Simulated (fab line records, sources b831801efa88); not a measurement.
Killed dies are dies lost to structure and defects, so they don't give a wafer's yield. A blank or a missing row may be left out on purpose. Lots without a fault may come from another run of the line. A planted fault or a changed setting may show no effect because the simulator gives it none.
Which tool did it? | flow sky130 | 24 lots, 72 wafers sampled, at 4 steps of a route of 708

WHAT THE GAUGES READ, wafer by wafer
SKY_METAL2_RS_MEAS_05: measures by four-point-probe. Usual: METAL2_ALCU_RS 0.1271 ohm/sq, standard deviation 0.0015.
lot  | measured     | on            | METAL2_ALCU_RS (ohm/sq) | flag
L074 | day 33 22:20 | film_metro-04 | 0.1266 0.1263 0.1252    |
L075 | day 34 02:51 | film_metro-04 | 0.1274 0.1281 0.1279    |
L076 | day 34 11:16 | film_metro-03 | 0.1266 0.1261 0.1267    |
L077 | day 34 19:15 | film_metro-04 | 0.1264 0.1248 0.1262    |
L078 | day 35 05:37 | film_metro-03 | 0.1284 0.1298 0.1299    |
L079 | day 35 16:30 | film_metro-04 | 0.1266 0.1273 0.1272    |
L080 | day 35 17:25 | film_metro-03 | 0.1291 0.1280 0.1264    |
L081 | day 36 07:32 | film_metro-04 | 0.1257 0.1274 0.1273    |
L082 | day 36 21:28 | film_metro-02 | 0.1262 0.1265 0.1271    |
L083 | day 37 01:31 | film_metro-02 | 0.1251 0.1253 0.1254    |
L084 | day 37 09:14 | film_metro-04 | 0.1273 0.1257 0.1276    |
L085 | day 37 12:15 | film_metro-04 | 0.1283 0.1278 0.1292    |
L086 | day 37 23:45 | film_metro-03 | 0.1269 0.1270 0.1274    |
L087 | day 38 07:54 | film_metro-04 | 0.1275 0.1258 0.1263    |
L088 | day 38 09:25 | film_metro-04 | 0.1297 0.1308 0.1296    |
L089 | day 38 22:56 | film_metro-03 | 0.1286 0.1271 0.1280    |
L090 | day 39 03:39 | film_metro-04 | 0.1291 0.1275 0.1290    |
L091 | day 39 11:19 | film_metro-03 | 0.1278 0.1272 0.1280    |
L092 | day 39 13:06 | film_metro-04 | 0.1258 0.1277 0.1263    |
L094 | day 40 08:32 | film_metro-03 | 0.1285 0.1294 0.1281    |
L093 | day 40 11:35 | film_metro-02 | 0.1282 0.1282 0.1275    |
L095 | day 40 12:16 | film_metro-04 | 0.1265 0.1260 0.1262    |
L096 | day 40 17:53 | film_metro-03 | 0.1257 0.1248 0.1248    |
L097 | day 40 23:05 | film_metro-03 | 0.1249 0.1242 0.1249    |

SKY_CAPM_THK_MEAS_04: measures by xrf. Usual: CAPM_TIN_THK 200.3 nm, standard deviation 2.6.
lot  | measured     | on            | CAPM_TIN_THK (nm) | flag
L074 | day 36 07:02 | film_metro-01 | 201.0 202.8 199.5 |
L075 | day 36 11:31 | film_metro-02 | 200.5 197.9 201.3 |
L076 | day 36 20:35 | film_metro-02 | 198.8 201.0 202.5 |
L077 | day 37 02:58 | film_metro-01 | 199.6 201.7 200.0 |
L078 | day 37 12:55 | film_metro-04 | 194.5 198.0 195.3 |
L079 | day 37 23:49 | film_metro-04 | 197.6 196.6 196.9 |
L080 | day 38 01:58 | film_metro-04 | 197.1 196.9 198.4 |
L081 | day 38 14:38 | film_metro-01 | 204.2 204.7 203.1 |
L082 | day 39 05:08 | film_metro-02 | 200.0 199.5 199.6 |
L083 | day 39 08:25 | film_metro-01 | 197.6 200.4 199.0 |
L084 | day 39 15:34 | film_metro-04 | 197.5 197.5 196.7 |
L085 | day 39 18:19 | film_metro-01 | 203.2 204.9 205.2 |
L086 | day 40 05:36 | film_metro-01 | 200.1 203.6 198.2 |
L087 | day 40 12:16 | film_metro-01 | 203.0 204.3 205.1 |
L088 | day 40 16:39 | film_metro-04 | 197.6 199.1 196.3 |
L089 | day 41 03:08 | film_metro-04 | 199.3 200.4 199.1 |
L090 | day 41 07:38 | film_metro-04 | 200.4 202.1 201.7 |
L091 | day 41 15:07 | film_metro-04 | 199.0 200.3 200.5 |
L092 | day 41 18:13 | film_metro-01 | 202.8 199.0 201.4 |
L094 | day 42 11:54 | film_metro-01 | 199.6 202.3 202.7 |
L093 | day 42 14:05 | film_metro-01 | 202.8 201.7 201.5 |
L095 | day 42 15:22 | film_metro-04 | 198.3 200.0 198.5 |
L096 | day 42 20:54 | film_metro-01 | 203.6 204.7 201.5 |
L097 | day 43 02:22 | film_metro-04 | 199.4 199.5 197.3 |

SKY_CAPM_OVL_MEAS_12. Usual: CAPM_OVL -0.7 nm, standard deviation 1.2.
lot  | measured     | on         | CAPM_OVL (nm)  | flag
L074 | day 37 08:26 | overlay-01 | 2.0 1.1 -0.3   |
L075 | day 37 12:44 | overlay-02 | 2.1 1.4 1.5    |
L076 | day 37 22:26 | overlay-02 | 1.8 1.5 -0.2   |
L077 | day 38 04:24 | overlay-02 | -2.4 -1.8 -1.0 |
L078 | day 38 13:36 | overlay-02 | -0.2 1.5 -1.6  |
L079 | day 39 01:06 | overlay-01 | -1.7 -1.9 -2.0 |
L080 | day 39 03:09 | overlay-01 | -1.6 -2.3 0.1  |
L081 | day 39 15:17 | overlay-02 | 0.4 -1.4 0.0   |
L082 | day 40 05:27 | overlay-02 | -1.6 -2.3 -0.7 |
L083 | day 40 08:36 | overlay-01 | 0.2 -2.3 -2.6  |
L084 | day 40 14:57 | overlay-02 | -1.0 0.1 -1.3  |
L085 | day 40 17:38 | overlay-01 | -0.3 -1.4 -0.4 |
L086 | day 41 04:47 | overlay-01 | -0.1 -0.6 -2.6 |
L087 | day 41 12:06 | overlay-01 | 0.6 -1.0 0.0   |
L088 | day 41 15:59 | overlay-01 | -0.8 1.0 -0.4  |
L089 | day 42 02:49 | overlay-01 | -1.7 -0.6 -1.5 |
L090 | day 42 06:02 | overlay-01 | -1.0 0.4 -0.7  |
L091 | day 42 14:14 | overlay-02 | -1.2 -0.8 0.3  |
L092 | day 42 17:20 | overlay-02 | 0.5 1.3 -0.1   |
L094 | day 43 10:48 | overlay-02 | 0.1 -1.0 -0.7  |
L093 | day 43 12:47 | overlay-01 | -0.8 -1.4 -1.6 |
L095 | day 43 13:57 | overlay-02 | -1.6 -1.9 -1.2 |
L096 | day 43 19:16 | overlay-01 | 1.1 -1.6 -1.0  |
L097 | day 44 00:36 | overlay-01 | -2.7 -1.3 -2.1 |

WHICH TOOL RAN EACH LOT (tool, then ch and the chambers of the sampled wafers, then the start)
lot  | SKY_METAL3_SPUTTER_02
L074 | pvd_sputter-02, day 36 06:37
L075 | pvd_sputter-04, day 36 11:06
L076 | pvd_sputter-04, day 36 20:07
L077 | pvd_sputter-01, day 37 02:32
L078 | pvd_sputter-01, day 37 12:28
L079 | pvd_sputter-01, day 37 23:23
L080 | pvd_sputter-01, day 38 01:32
L081 | pvd_sputter-02, day 38 14:13
L082 | pvd_sputter-04, day 39 04:43
L083 | pvd_sputter-01, day 39 07:59
L084 | pvd_sputter-01, day 39 15:09
L085 | pvd_sputter-01, day 39 17:54
L086 | pvd_sputter-01, day 40 05:11
L087 | pvd_sputter-04, day 40 11:50
L088 | pvd_sputter-04, day 40 16:14
L089 | pvd_sputter-02, day 41 02:43
L090 | pvd_sputter-04, day 41 07:11
L091 | pvd_sputter-04, day 41 14:41
L092 | pvd_sputter-04, day 41 17:48
L094 | pvd_sputter-04, day 42 11:28
L093 | pvd_sputter-04, day 42 13:39
L095 | pvd_sputter-01, day 42 14:56
L096 | pvd_sputter-04, day 42 20:27
L097 | pvd_sputter-01, day 43 01:55
- SKY_METAL3_SPUTTER_02: material AlCu, target thk 735 nm, time 39.1 s.

WHAT THE TOOLS THEMSELVES READ (means of the sampled wafers that have a number; where no wafer has one, the mark that the record gives instead)
SKY_METAL3_SPUTTER_02. Usual: throttle_valve_pct 30.2 %, standard deviation 1.
lot  | tool           | throttle_valve_pct (%) | flag
L074 | pvd_sputter-02 | 29.5                   |
L075 | pvd_sputter-04 | 30.0                   |
L076 | pvd_sputter-04 | 29.1                   |
L077 | pvd_sputter-01 | 30.3                   |
L078 | pvd_sputter-01 | 30.4                   |
L079 | pvd_sputter-01 | 30.4                   |
L080 | pvd_sputter-01 | 30.2                   |
L081 | pvd_sputter-02 | 30.6                   |
L082 | pvd_sputter-04 | 29.9                   |
L083 | pvd_sputter-01 | 30.0                   |
L084 | pvd_sputter-01 | 30.3                   |
L085 | pvd_sputter-01 | 30.4                   |
L086 | pvd_sputter-01 | 30.3                   |
L087 | pvd_sputter-04 | 29.1                   |
L088 | pvd_sputter-04 | 30.1                   |
L089 | pvd_sputter-02 | 30.0                   |
L090 | pvd_sputter-04 | 30.6                   |
L091 | pvd_sputter-04 | 30.2                   |
L092 | pvd_sputter-04 | 30.3                   |
L094 | pvd_sputter-04 | 30.6                   |
L093 | pvd_sputter-04 | 30.6                   |
L095 | pvd_sputter-01 | 29.9                   |
L096 | pvd_sputter-04 | 29.9                   |
L097 | pvd_sputter-01 | 30.0                   |

THE ANSWER, worked out from the rows above alone
Rule: a lot is off if the mean of its wafers that have a number lies more than 3 standard deviations from the usual mean. A lot without any number at a reading at which 4 lots or more have one is off too. The other lots that the step has rows for count as sound. The gauges are gone through in route order, then the tools' own readings, and for those a lot's mean is taken as printed above. The first step at which some lot is off is used, and at that step the reading that is off furthest; a lot without a number counts as furthest.
No lot is off at any reading shown: from this, nothing can be told.

WHAT THE SIMULATOR HAD PUT IN
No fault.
